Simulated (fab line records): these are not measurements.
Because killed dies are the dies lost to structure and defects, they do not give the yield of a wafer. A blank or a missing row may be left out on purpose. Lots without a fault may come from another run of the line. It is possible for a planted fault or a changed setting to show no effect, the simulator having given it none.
Shared-tool check + flow gf180mcu + 12 lots, 36 wafers sampled

== REASON IT WAS OPENED ==
Of 12 lots, 3 have the reading MVSD_TW flagged at GF_MVSD_TW_MEAS_11. Fault-free wafers read 1588, with a standard deviation of 5.9.
Rule: a lot is flagged in two cases, either no wafer of it has a number, or all its wafers with numbers fall more than 4 standard deviations from that mean. The other lots count as sound.

| lot  | measured     | on            | MVSD_TW, wafer by wafer | flag    |
|------|--------------|---------------|-------------------------|---------|
| L187 | day 4 08:04  | film_metro-04 | 1592 1589 1584          |         |
| L189 | day 5 04:24  | film_metro-04 | 1593 1592 1586          |         |
| L190 | day 5 11:45  | film_metro-04 | 1632 1622 1625          | FLAGGED |
| L191 | day 5 13:11  | film_metro-03 | 1620 1623 1627          | FLAGGED |
| L192 | day 5 17:40  | film_metro-03 | 1585 1581 1589          |         |
| L193 | day 5 20:41  | film_metro-04 | 1623 1614 1633          | FLAGGED |
| L204 | day 8 14:07  | film_metro-04 | 1590 1594 1591          |         |
| L205 | day 8 21:02  | film_metro-03 | 1576 1584 1578          |         |
| L206 | day 9 01:26  | film_metro-04 | 1591 1591 1590          |         |
| L207 | day 9 07:13  | film_metro-03 | 1592 1588 1589          |         |
| L208 | day 9 13:25  | film_metro-04 | 1588 1589 1593          |         |
| L210 | day 10 03:50 | film_metro-04 | 1585 1597 1588          |         |
The mean of the flagged lots' numbers is 1624, +36 from the usual (+6 standard deviations).

== WHICH TOOL EACH LOT WENT THROUGH ==
Before the reading, the record contains 2 process steps out of a 602-step route. Each cell gives the tool, then ch followed by the chambers the sampled wafers passed through, then the start.
| lot  | flag    | GF_NWELL_STRIP_10                   | GF_MVSD_IMPLANT_09              |
|------|---------|-------------------------------------|---------------------------------|
| L187 |         | plasma_asher-04 ch 0,1, day 3 06:23 | implanter-01 ch 0, day 4 07:52  |
| L189 |         | plasma_asher-02 ch 0,1, day 4 01:11 | implanter-03 ch 0, day 5 04:09  |
| L190 | FLAGGED | plasma_asher-03 ch 0,1, day 4 06:14 | implanter-03 ch 0, day 5 11:30  |
| L191 | FLAGGED | plasma_asher-03 ch 0,1, day 4 08:53 | implanter-03 ch 0, day 5 12:56  |
| L192 |         | plasma_asher-03 ch 0, day 4 12:45   | implanter-01 ch 0, day 5 17:26  |
| L193 | FLAGGED | plasma_asher-02 ch 0,1, day 4 16:11 | implanter-03 ch 0, day 5 20:26  |
| L204 |         | plasma_asher-04 ch 0,1, day 7 05:23 | implanter-03 ch 0, day 8 13:53  |
| L205 |         | plasma_asher-02 ch 0,1, day 7 11:05 | implanter-01 ch 0, day 8 20:47  |
| L206 |         | plasma_asher-04 ch 0,1, day 7 15:54 | implanter-02 ch 0, day 9 01:11  |
| L207 |         | plasma_asher-02 ch 0,1, day 7 21:45 | implanter-03 ch 0, day 9 06:59  |
| L208 |         | plasma_asher-02 ch 0,1, day 8 03:30 | implanter-01 ch 0, day 9 13:11  |
| L210 |         | plasma_asher-03 ch 0,1, day 8 17:41 | implanter-03 ch 0, day 10 03:35 |
These steps, and what they do:
- GF_NWELL_STRIP_10: strips in O2/N2.
- GF_MVSD_IMPLANT_09
- GF_MVSD_TW_MEAS_11

== FLAGGED OVER TOTAL, TOOL BY TOOL (the gauges that took the reading come last) ==
| step               | tool            | lots run | flagged | share of the flagged lots | sound lots run after its first flagged lot |
|--------------------|-----------------|----------|---------|---------------------------|--------------------------------------------|
| GF_NWELL_STRIP_10  | plasma_asher-02 | 5        | 1       | some                      | 3 (L205,L207,L208)                         |
| GF_NWELL_STRIP_10  | plasma_asher-03 | 4        | 2       | some                      | 2 (L192,L210)                              |
| GF_NWELL_STRIP_10  | plasma_asher-04 | 3        | 0       | none                      | -                                          |
| GF_MVSD_IMPLANT_09 | implanter-01    | 4        | 0       | none                      | -                                          |
| GF_MVSD_IMPLANT_09 | implanter-02    | 1        | 0       | none                      | -                                          |
| GF_MVSD_IMPLANT_09 | implanter-03    | 7        | 3       | all                       | 3 (L204,L207,L210)                         |
| GF_MVSD_TW_MEAS_11 | film_metro-03   | 4        | 1       | some                      | 3 (L192,L205,L207)                         |
| GF_MVSD_TW_MEAS_11 | film_metro-04   | 8        | 2       | some                      | 4 (L204,L206,L208,L210)                    |

== THE TABLE: WHAT IT ALLOWS ==
All flagged lots share 1 row of the table, namely implanter-03 at GF_MVSD_IMPLANT_09.
- implanter-03 at GF_MVSD_IMPLANT_09 ran 7 lots, 3 of them flagged. Sound lots ran on it after the first flagged one (L204, L207, L210), which a lasting fault on the whole tool wouldn't allow. Its own readings lie more than 4 standard deviations out on every wafer of the flagged lots: dose_ions_cm2, faraday_current_uA.
There is no row in the table that ran each flagged lot and no sound lot after the first.

== WHAT THE SIMULATOR PUT IN ==
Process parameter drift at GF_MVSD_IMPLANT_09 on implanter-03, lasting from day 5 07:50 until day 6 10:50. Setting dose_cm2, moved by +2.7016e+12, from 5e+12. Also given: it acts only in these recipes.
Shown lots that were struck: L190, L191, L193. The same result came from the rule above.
